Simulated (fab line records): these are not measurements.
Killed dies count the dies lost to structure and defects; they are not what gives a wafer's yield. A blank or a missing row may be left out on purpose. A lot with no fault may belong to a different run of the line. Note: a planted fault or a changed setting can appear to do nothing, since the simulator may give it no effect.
2 desks looking at one fault | flow gf180mcu | what lay behind the numbers comes last; until then each desk has only its own

TOOL OWNER'S DESK, pecvd-02
The tool's own readings at GF_PASSIVATION_CVD_02 (deposits Si3N4, target thk 700 nm, time 486.18 s): means of the sampled wafers that have a number, for each lot that ran on this tool. A lot is out of limits, marked OUT, if its mean lies more than 4 standard deviations from the usual mean; the brackets give that distance.
Columns: A = heater power w at GF_PASSIVATION_CVD_02, usual 727 W; B = susceptor temp C at GF_PASSIVATION_CVD_02, usual 400.01 C
lot  | first seen here | A   | B
L478 | day 28 20:52    | 753 | 400.18
L480 | day 29 14:06    | 720 | 399.97
L483 | day 30 11:03    | 780 | 400.00
L484 | day 30 14:48    | 749 | 399.84
L487 | day 31 10:28    | 863 | 400.09
L493 | day 32 21:58    | 692 | 399.91
Result from this desk: across the 6 lots, nothing is out of limits.

AT THE METROLOGY DESK
What the gauges read, lot by lot, whatever tool the lot ran on: means of the sampled wafers that have a number. A lot is out of limits, marked OUT, if its mean lies more than 4 standard deviations from the usual mean; the brackets give that distance.
Columns: A = M3_OVL at GF_M3_OVL_MEAS_15, usual -1 nm; B = M4_OVL at GF_M4_OVL_MEAS_15, usual -3 nm; C = PASSIVATION_CVD_02_THK at GF_PASSIVATION_THK_MEAS_03, usual 702 nm
lot  | first seen here | A  | B  | C
L476 | day 21 08:35    | -2 | -3 | 701
L477 | day 22 00:09    | -0 | -6 | 706
L478 | day 22 06:00    | -2 | 1  | 703
L480 | day 23 01:29    | 2  | -1 | 701
L481 | day 23 07:23    | -1 | -5 | 696
L483 | day 24 01:20    | -7 | -5 | 705
L484 | day 24 06:17    | -3 | -1 | 701
L487 | day 25 08:23    | 0  | -4 | 852 (+17) OUT
L493 | day 27 02:50    | 0  | -7 | 797 (+11) OUT
L495 | day 27 21:01    | 0  | -6 | 683
L497 | day 28 05:38    | 1  | -4 | 694
L498 | day 28 11:41    | -4 | 2  | 713
L499 | day 29 04:20    | -5 | -1 | 703
This desk finds L487, L493 out of limits, with the earliest case on L487 at day 31 10:46 (PASSIVATION_CVD_02_THK at GF_PASSIVATION_THK_MEAS_03). L476, L477, L478, L480, L481, L483, L484, L495, L497, L498, L499 stayed within limits.

ALL TOGETHER
The metrology desk could have raised an alarm at day 31 10:46, on L487, L493.
The desk of the tool owner found nothing out of limits.
On record at the tool owner's desk: L487, L493, within its limits.
On pecvd-02, each named lot ran GF_PASSIVATION_CVD_02.

WHAT THE SIMULATOR HAD PUT IN
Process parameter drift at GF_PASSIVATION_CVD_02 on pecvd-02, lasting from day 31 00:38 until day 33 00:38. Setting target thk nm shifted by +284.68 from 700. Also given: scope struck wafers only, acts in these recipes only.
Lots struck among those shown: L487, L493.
Delay in hours, fault start to first out-of-limits reading, per desk: metrology desk 10.
